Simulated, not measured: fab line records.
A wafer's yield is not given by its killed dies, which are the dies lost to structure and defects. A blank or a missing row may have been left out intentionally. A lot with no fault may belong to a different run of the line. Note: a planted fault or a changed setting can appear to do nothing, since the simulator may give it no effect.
What tool caused it? :: flow sky130 :: Sampling: 13 lots, 39 wafers, 2 of 708 route steps

## WHAT EACH GAUGE READ, for each wafer
SKY_GATE_OXIDE_OVL_MEAS_10. Usual: GATE_OXIDE_OVL gives -0.3 nm (standard deviation 1.4).
lot: L410
measured: day 13 19:08
on: overlay-01
GATE_OXIDE_OVL (nm): 1.3 0.7 0.9
flag: 

lot: L411
measured: day 14 06:07
on: overlay-01
GATE_OXIDE_OVL (nm): 1.1 0.9 0.1
flag: 

lot: L413
measured: day 14 22:48
on: overlay-02
GATE_OXIDE_OVL (nm): -0.7 -0.9 -0.9
flag: 

lot: L416
measured: day 15 22:49
on: overlay-02
GATE_OXIDE_OVL (nm): 0.5 -2.7 -1.4
flag: 

lot: L418
measured: day 16 19:15
on: overlay-01
GATE_OXIDE_OVL (nm): -0.8 0.2 0.0
flag: 

lot: L425
measured: day 19 00:00
on: overlay-01
GATE_OXIDE_OVL (nm): 0.3 -0.5 -0.3
flag: 

lot: L427
measured: day 20 06:07
on: overlay-02
GATE_OXIDE_OVL (nm): 0.4 -1.2 1.2
flag: 

lot: L429
measured: day 20 10:18
on: overlay-01
GATE_OXIDE_OVL (nm): -1.4 -0.6 -1.0
flag: 

lot: L428
measured: day 20 10:36
on: overlay-01
GATE_OXIDE_OVL (nm): -1.0 -1.0 -0.8
flag: 

lot: L430
measured: day 20 18:31
on: overlay-02
GATE_OXIDE_OVL (nm): 1.2 2.6 -0.5
flag: 

lot: L431
measured: day 21 05:08
on: overlay-02
GATE_OXIDE_OVL (nm): 3.1 -0.3 0.5
flag: 

lot: L432
measured: day 21 17:10
on: overlay-01
GATE_OXIDE_OVL (nm): -1.9 -1.7 -3.7
flag: 

lot: L433
measured: day 21 21:01
on: overlay-02
GATE_OXIDE_OVL (nm): 2.7 0.6 0.0
flag: 

SKY_POLY_GATE_THK_MEAS_01. Usual: POLY_GATE_CVD_00_THK gives 180.7 nm (standard deviation 1.7).
lot: L410
measured: day 14 07:49
on: film-metro-02
POLY_GATE_CVD_00_THK (nm): 178.5 178.8 180.7
flag: 

lot: L411
measured: day 14 12:12
on: film-metro-02
POLY_GATE_CVD_00_THK (nm): 181.2 181.7 182.8
flag: 

lot: L413
measured: day 15 03:43
on: film-metro-02
POLY_GATE_CVD_00_THK (nm): 182.9 183.6 183.7
flag: 

lot: L416
measured: day 16 03:26
on: film-metro-03
POLY_GATE_CVD_00_THK (nm): 181.3 182.0 179.8
flag: 

lot: L418
measured: day 16 22:44
on: film-metro-01
POLY_GATE_CVD_00_THK (nm): 180.7 183.4 182.1
flag: 

lot: L425
measured: day 19 03:44
on: film-metro-02
POLY_GATE_CVD_00_THK (nm): 179.1 179.1 181.4
flag: 

lot: L427
measured: day 20 13:42
on: film-metro-02
POLY_GATE_CVD_00_THK (nm): 181.3 180.6 180.1
flag: 

lot: L429
measured: day 20 13:46
on: film-metro-02
POLY_GATE_CVD_00_THK (nm): 179.5 180.4 180.1
flag: 

lot: L428
measured: day 20 14:53
on: film-metro-02
POLY_GATE_CVD_00_THK (nm): 181.5 182.0 183.4
flag: 

lot: L430
measured: day 20 22:32
on: film-metro-01
POLY_GATE_CVD_00_THK (nm): 178.2 177.9 177.7
flag: 

lot: L431
measured: day 21 08:22
on: film-metro-01
POLY_GATE_CVD_00_THK (nm): 179.7 178.3 179.1
flag: 

lot: L432
measured: day 21 20:33
on: film-metro-03
POLY_GATE_CVD_00_THK (nm): 179.4 181.3 179.9
flag: 

lot: L433
measured: day 22 00:15
on: film-metro-02
POLY_GATE_CVD_00_THK (nm): 180.4 178.3 179.6
flag: 

## WHICH TOOL RAN EACH LOT (tool, then ch and the chambers of the sampled wafers, then the start)
The record shows no process step preceding these readings.

## AS READ BY THE TOOLS THEMSELVES (means over the sampled wafers that have a number; for cases with no such wafer, the mark the record gives instead)
The record holds no such reading with a usual standard deviation.

## THE ANSWER, worked out from the rows above alone
Rule: lot off if the mean of its wafers having a number is beyond 3 standard deviations from the usual mean. A lot without any number at a reading at which 4 lots or more have one is off too. Where the step has rows for the other lots, those lots are counted as sound. The gauges are gone through in route order, then the tools' own readings, and for those a lot's mean is taken as printed above. At the first step where some lot is off, the reading lying furthest off is the one used; lots without a number count as furthest.
None of the lots is off at any reading shown; this tells nothing.

## WHAT HAD BEEN PUT IN BY THE SIMULATOR
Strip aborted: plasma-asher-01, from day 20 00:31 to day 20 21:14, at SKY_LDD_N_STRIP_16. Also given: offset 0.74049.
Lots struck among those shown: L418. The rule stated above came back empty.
